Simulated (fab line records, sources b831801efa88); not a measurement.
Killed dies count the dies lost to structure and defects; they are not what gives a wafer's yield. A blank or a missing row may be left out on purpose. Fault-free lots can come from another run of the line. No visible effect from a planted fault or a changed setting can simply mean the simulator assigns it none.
Matching of chambers | flow sky130 | rieDiel-03 running SKY_VIA3_ETCH_14: 4 sister chambers
The step etches BARC in N2/H2, stops on SiO2, time 45.9 s, target depth 60 nm. 4 wafers are shown with their chamber, then 10 later ones without.

== WAFERS WITH THEIR CHAMBER ==
wafer  | chamber | throttleValvePct (%)
L087.5 | 1       | 13.226
L088.2 | 0       | 13.217
L091.1 | 2       | 13.209
L091.2 | 3       | 13.217

== WAFERS WITHOUT THEIR CHAMBER ==
wafer  | throttleValvePct (%)
L091.3 | 13.230
L091.4 | 13.210
L091.5 | 13.229
L091.6 | 13.210
L094.1 | 13.237
L094.2 | 13.195
L094.6 | 13.219
L097.1 | 13.219
L097.5 | 13.228
L097.6 | 13.215

== CHAMBER TAKEN BY EACH ==
wafer  | from the rows above               | in truth
L091.3 | can't be placed: 1 or 0 or 3      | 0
L091.4 | can't be placed: 2 or 0 or 3      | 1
L091.5 | can't be placed: 1 or 0 or 3      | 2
L091.6 | can't be placed: 2 or 0 or 3      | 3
L094.1 | can't be placed: 1 or 0 or 3      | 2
L094.2 | can't be placed: 2 or 0 or 3      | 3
L094.6 | can't be placed: 0 or 3 or 1 or 2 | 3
L097.1 | can't be placed: 0 or 3 or 1 or 2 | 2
L097.5 | can't be placed: 1 or 0 or 3      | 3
L097.6 | can't be placed: 0 or 3 or 2 or 1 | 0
Correct placement for 0 of the 10. Can't be placed from these rows: 10 (the true chamber is among the candidates in 7). 0 placed wrongly.
How it was worked out, from the rows above alone: a wafer's distance from a chamber is the root of the sum, over the readings, of the square of ((its reading less the chamber's mean) divided by the reading's scatter). If the next closest chamber is less than 2 further off than the closest, the wafer can't be placed; otherwise it belongs to the closest. The mean given for a chamber averages the wafers shown for that chamber. The scatter (one wafer shown for each chamber): square how far every hidden wafer sits from the nearest shown wafer, average those squares and take the square root.
